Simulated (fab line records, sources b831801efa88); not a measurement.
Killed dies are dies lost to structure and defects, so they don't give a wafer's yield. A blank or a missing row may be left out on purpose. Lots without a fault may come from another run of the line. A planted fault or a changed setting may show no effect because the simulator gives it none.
Which tool did it? | flow sky130 | 12 lots, 36 wafers sampled, at 5 steps of a route of 708

WHAT THE GAUGES READ, wafer by wafer
SKY_VIA1_THK_MEAS_23: measures by xrf. Usual: VIA1_W_THK 278.6 nm, standard deviation 3.
lot  | measured     | on            | VIA1_W_THK (nm)   | flag
L835 | day 34 17:18 | film_metro-04 | 280.2 281.9 280.2 |
L836 | day 35 09:46 | film_metro-01 | 282.0 283.5 279.9 |
L837 | day 36 00:38 | film_metro-04 | 281.5 279.3 276.0 |
L845 | day 38 12:52 | film_metro-04 | 277.8 277.8 276.7 |
L847 | day 38 17:23 | film_metro-01 | 282.3 283.7 282.6 |
L848 | day 38 21:53 | film_metro-04 | 279.6 277.7 285.4 |
L850 | day 40 07:05 | film_metro-04 | 275.2 277.2 275.0 |
L851 | day 40 10:55 | film_metro-03 | 278.3 275.9 275.7 |
L852 | day 40 13:18 | film_metro-01 | 278.6 274.3 280.2 |
L853 | day 40 17:28 | film_metro-03 | 275.2 276.3 272.4 |
L854 | day 41 00:13 | film_metro-03 | 276.8 277.3 276.2 |
L855 | day 41 01:34 | film_metro-03 | 282.4 281.0 280.1 |

WHICH TOOL RAN EACH LOT (tool, then ch and the chambers of the sampled wafers, then the start)
lot  | SKY_POLY_GATE_IMPLANT_02        | SKY_RES_PROTECT_STRIP_07             | SKY_CONTACT_SPUTTER_23       | SKY_CONTACT_CVD_24
L835 | implanter-04 ch 0, day 15 22:24 | plasma_asher-03 ch 0,1, day 15 22:33 | pvd_sputter-04, day 32 07:59 | cvd_w-01 ch 0,1, day 32 08:03
L836 | implanter-04 ch 0, day 16 15:06 | plasma_asher-02 ch 0,1, day 16 15:14 | pvd_sputter-02, day 33 01:49 | cvd_w-01 ch 0,1, day 33 01:55
L837 | implanter-04 ch 0, day 17 04:09 | plasma_asher-04 ch 0,1, day 17 04:18 | pvd_sputter-04, day 33 16:05 | cvd_w-01 ch 0,1, day 33 16:10
L845 | implanter-01 ch 0, day 20 06:24 | plasma_asher-04 ch 0,1, day 20 06:33 | pvd_sputter-04, day 36 05:28 | cvd_w-01 ch 0,1, day 36 05:31
L847 | implanter-02 ch 0, day 20 11:12 | plasma_asher-02 ch 0,1, day 20 11:21 | pvd_sputter-03, day 36 09:44 | cvd_w-01 ch 0,1, day 36 09:53
L848 | implanter-02 ch 0, day 20 13:21 | plasma_asher-03 ch 0,1, day 20 13:30 | pvd_sputter-04, day 36 15:48 | cvd_w-02 ch 0,1, day 36 15:52
L850 | implanter-04 ch 0, day 22 11:18 | plasma_asher-02 ch 0,1, day 22 11:26 | pvd_sputter-03, day 38 02:23 | cvd_w-01 ch 0,1, day 38 02:29
L851 | implanter-02 ch 0, day 22 12:09 | plasma_asher-03 ch 0,1, day 22 12:18 | pvd_sputter-02, day 38 05:50 | cvd_w-01 ch 1, day 38 05:53
L852 | implanter-04 ch 0, day 22 13:42 | plasma_asher-04 ch 0,1, day 22 13:50 | pvd_sputter-03, day 38 07:56 | cvd_w-01 ch 0,1, day 38 08:02
L853 | implanter-04 ch 0, day 22 22:39 | plasma_asher-03 ch 0,1, day 22 22:48 | pvd_sputter-03, day 38 12:26 | cvd_w-01 ch 0,1, day 38 12:30
L854 | implanter-04 ch 0, day 23 05:13 | plasma_asher-04 ch 0,1, day 23 05:21 | pvd_sputter-02, day 38 19:13 | cvd_w-01 ch 0,1, day 38 19:16
L855 | implanter-04 ch 0, day 23 11:04 | plasma_asher-02 ch 0,1, day 23 11:12 | pvd_sputter-03, day 38 21:29 | cvd_w-01 ch 0,1, day 38 21:33
- SKY_POLY_GATE_IMPLANT_02
- SKY_RES_PROTECT_STRIP_07: strips in O2/N2.
- SKY_CONTACT_SPUTTER_23: material TiN, target thk 20 nm, time 80 s.
- SKY_CONTACT_CVD_24: deposits W, target thk 340 nm, time 102.12 s.

WHAT THE TOOLS THEMSELVES READ (means of the sampled wafers that have a number; where no wafer has one, the mark that the record gives instead)
SKY_POLY_GATE_IMPLANT_02. Usual: beam_on_s 34.8 s, standard deviation 0.76; end_station_pressure_torr 1.1e-05 Torr, standard deviation 5.6e-07; faraday_current_uA 12182, standard deviation 260.
lot  | tool         | beam_on_s (s) | end_station_pressure_torr (Torr) | faraday_current_uA | flag
L835 | implanter-04 | 34.5          | 1.1e-05                          | 12300              |
L836 | implanter-04 | 37.3          | 3.7e-05                          | 11261              | OFF
L837 | implanter-04 | 37.7          | 3.9e-05                          | 11123              | OFF
L845 | implanter-01 | 35.4          | 1.1e-05                          | 12023              |
L847 | implanter-02 | 34.1          | 1.1e-05                          | 12427              |
L848 | implanter-02 | 35.4          | 1.1e-05                          | 12016              |
L850 | implanter-04 | 35.5          | 1.1e-05                          | 11937              |
L851 | implanter-02 | 34.9          | 1.1e-05                          | 12127              |
L852 | implanter-04 | 34.3          | 1.0e-05                          | 12369              |
L853 | implanter-04 | 35.2          | 1.0e-05                          | 12073              |
L854 | implanter-04 | 34.5          | 1.1e-05                          | 12336              |
L855 | implanter-04 | 34.8          | 1.1e-05                          | 12214              |

SKY_RES_PROTECT_STRIP_07. Usual: drypump_motor_current_A 6.2 A, standard deviation 0.34; oes_product_au 0.517 a.u., standard deviation 0.0046; strip_time_to_endpoint_s 23.29 s, standard deviation 0.042.
lot  | tool            | drypump_motor_current_A (A) | oes_product_au (a.u.) | strip_time_to_endpoint_s (s) | flag
L835 | plasma_asher-03 | 6.1                         | 0.523                 | 23.34                        |
L836 | plasma_asher-02 | 6.1                         | 0.514                 | 23.56                        | OFF
L837 | plasma_asher-04 | 6.5                         | 0.513                 | 23.57                        | OFF
L845 | plasma_asher-04 | 6.5                         | 0.518                 | 23.34                        |
L847 | plasma_asher-02 | 6.2                         | 0.518                 | 23.27                        |
L848 | plasma_asher-03 | 6.0                         | 0.512                 | 23.27                        |
L850 | plasma_asher-02 | 6.1                         | 0.521                 | 23.32                        |
L851 | plasma_asher-03 | 6.1                         | 0.522                 | 23.22                        |
L852 | plasma_asher-04 | 6.2                         | 0.520                 | 23.27                        |
L853 | plasma_asher-03 | 6.1                         | 0.518                 | 23.33                        |
L854 | plasma_asher-04 | 6.2                         | 0.521                 | 23.29                        |
L855 | plasma_asher-02 | 6.1                         | 0.513                 | 23.30                        |

SKY_CONTACT_SPUTTER_23. Usual: throttle_valve_pct 30.4 %, standard deviation 0.9.
lot  | tool           | throttle_valve_pct (%) | flag
L835 | pvd_sputter-04 | 30.2                   |
L836 | pvd_sputter-02 | 30.8                   |
L837 | pvd_sputter-04 | 29.9                   |
L845 | pvd_sputter-04 | 30.2                   |
L847 | pvd_sputter-03 | 30.0                   |
L848 | pvd_sputter-04 | 30.5                   |
L850 | pvd_sputter-03 | 29.7                   |
L851 | pvd_sputter-02 | 31.1                   |
L852 | pvd_sputter-03 | 30.1                   |
L853 | pvd_sputter-03 | 30.2                   |
L854 | pvd_sputter-02 | 30.5                   |
L855 | pvd_sputter-03 | 29.8                   |

SKY_CONTACT_CVD_24. Usual: heater_power_w 826 W, standard deviation 110; susceptor_temp_C 399.99 C, standard deviation 0.23.
lot  | tool     | heater_power_w (W) | susceptor_temp_C (C) | flag
L835 | cvd_w-01 | 860                | 400.12               |
L836 | cvd_w-01 | 868                | 399.99               |
L837 | cvd_w-01 | 868                | 399.85               |
L845 | cvd_w-01 | 781                | 400.17               |
L847 | cvd_w-01 | 770                | 400.02               |
L848 | cvd_w-02 | 825                | 399.97               |
L850 | cvd_w-01 | 785                | 400.04               |
L851 | cvd_w-01 | 691                | 400.14               |
L852 | cvd_w-01 | 867                | 399.93               |
L853 | cvd_w-01 | 772                | 399.98               |
L854 | cvd_w-01 | 780                | 399.90               |
L855 | cvd_w-01 | 778                | 400.08               |

THE ANSWER, worked out from the rows above alone
Rule: a lot is off if the mean of its wafers that have a number lies more than 3 standard deviations from the usual mean. A lot without any number at a reading at which 4 lots or more have one is off too. The other lots that the step has rows for count as sound. The gauges are gone through in route order, then the tools' own readings, and for those a lot's mean is taken as printed above. The first step at which some lot is off is used, and at that step the reading that is off furthest; a lot without a number counts as furthest.
Off: L836, L837, at SKY_POLY_GATE_IMPLANT_02 (end_station_pressure_torr).
A tool fits if, at that step or a process step before it, it ran every lot that is off, and no sound lot after the first of them. None of those tried fits.

WHAT THE SIMULATOR HAD PUT IN
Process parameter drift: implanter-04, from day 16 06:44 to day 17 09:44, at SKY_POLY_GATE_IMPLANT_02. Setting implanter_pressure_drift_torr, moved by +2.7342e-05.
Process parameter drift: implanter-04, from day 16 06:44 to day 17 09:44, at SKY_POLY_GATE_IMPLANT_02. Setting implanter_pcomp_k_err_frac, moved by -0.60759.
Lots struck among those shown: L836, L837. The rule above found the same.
